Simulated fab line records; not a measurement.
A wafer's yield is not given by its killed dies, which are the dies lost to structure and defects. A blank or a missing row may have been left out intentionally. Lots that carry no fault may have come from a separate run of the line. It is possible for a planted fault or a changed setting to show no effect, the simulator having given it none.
Split-lot study	flow gf180mcu	route with 602 steps; 5 lots, 23 wafers read

ON THE SPLIT
At GF_HV_LDD_STRIP_22 (strips in O2/N2), the setting platenTempC was moved away from the recipe's 250 C on 6 of the 23 wafers read, by +1.7% to +2.6%. For the rest of the wafers, this setting stayed at what the recipe calls for.

The reading is taken at the split's own step.

THE READING
oesProductAu, in a.u., at GF_HV_LDD_STRIP_22 (strips in O2/N2). Typical for fault-free wafers on this fab line: 0.716 a.u., with standard deviation 0.0045 a.u.

wafer	tool, chamber at the split	platenTempC as run, C	against the recipe	oesProductAu, a.u.	against lot-mates on the recipe
L074.1	plasmaAsher-02, 1	250	recipe	0.715	-
L074.2	plasmaAsher-02, 0	250	recipe	0.711	-
L074.3	plasmaAsher-02, 1	250	recipe	0.718	-
L074.5	plasmaAsher-02, 0	250	recipe	0.714	-
L074.6	plasmaAsher-02, 1	250	recipe	0.711	-
L075.1	plasmaAsher-03, 1	250	recipe	0.716	-
L075.2	plasmaAsher-03, 0	250	recipe	0.703	-
L075.3	plasmaAsher-03, 1	250	recipe	0.716	-
L075.5	plasmaAsher-03, 1	250	recipe	0.718	-
L075.6	plasmaAsher-03, 0	250	recipe	0.722	-
L076.1	plasmaAsher-02, 1	250	recipe	0.713	-
L076.3	plasmaAsher-02, 0	256.5	+2.6%	0.750	+0.032
L076.4	plasmaAsher-02, 1	256.5	+2.6%	0.760	+0.042
L076.5	plasmaAsher-02, 1	256.5	+2.6%	0.753	+0.035
L076.6	plasmaAsher-02, 0	250	recipe	0.723	-
L081.1	plasmaAsher-01, 1	250	recipe	0.708	-
L081.2	plasmaAsher-01, 0	250	recipe	0.714	-
L081.3	plasmaAsher-01, 1	254.3	+1.7%	0.754	+0.043
L081.4	plasmaAsher-01, 0	254.3	+1.7%	0.752	+0.041
L081.6	plasmaAsher-01, 0	254.3	+1.7%	0.750	+0.039
L084.1	plasmaAsher-03, 0	250	recipe	0.727	-
L084.3	plasmaAsher-03, 1	250	recipe	0.723	-
L084.4	plasmaAsher-03, 0	250	recipe	0.715	-

THE FIT
A straight line over all 23 wafers: oesProductAu changes by +0.0166 a.u. for each +1% of platenTempC; r = +0.94; the points scatter about the line by 0.0064 a.u.
The same after taking each lot's own level away (the mean of its wafers on the recipe; 23 wafers): +0.0167 a.u. for each +1%; r = +0.92; scatter 0.007 a.u.
Per that fit: largest platenTempC move, reading shift of 0.043 a.u.
The lots' own levels span 0.7110 to 0.7217 a.u., that is 2.4 times the standard deviation above.
So the lot-to-lot level changes the slope little: the two slopes agree.
Check: for one of the wafers moved furthest among these (+2.6%), held out of the fit, the line's prediction against its lot-mates is +0.0477 a.u. It came out at +0.032 a.u. against them.
Tool readings at the split's step, against how far the setting was moved: oesProductAu r = +0.94; stripTimeToEndpointS r = -1.00.

ADDITIONAL SPLITS CARRIED BY THESE WAFERS
Note: prior to the reading, these wafers also went through further splits. Each is held against what the fit with the lots' levels taken away leaves over:
other split on the same wafers	wafers away from the commonest value	r with oesProductAu (lot level and that fit taken away)
GF_VT_IMPLANT_STRIP_31 platenTempC	8	-0.20
GF_VT_IMPLANT_IMPLANT_41 energyKev	5	-0.27
GF_DUAL_GATE_OXIDATION_02 oxTimeS	10	+0.28
GF_POLY_GATE_EXPOSE_07 doseMj	6	+0.33
GF_HV_LDD_EXPOSE_04 doseMj	8	+0.01

THE WHOLE CHAIN: every reading that the file lists as answering this split, in the file's order
step	what it does	reading	change (the file's fit)	r (the file's)
GF_HV_LDD_STRIP_22	strips in O2/N2	oesProductAu	+0.0168 a.u. for each +1% of the setting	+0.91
GF_HV_LDD_STRIP_22	strips in O2/N2	stripTimeToEndpointS	withheld for each +1% of the setting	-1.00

THE FILE'S OWN FIT
oesProductAu changes by +0.0168 a.u. for each +1% of platenTempC, r = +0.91.
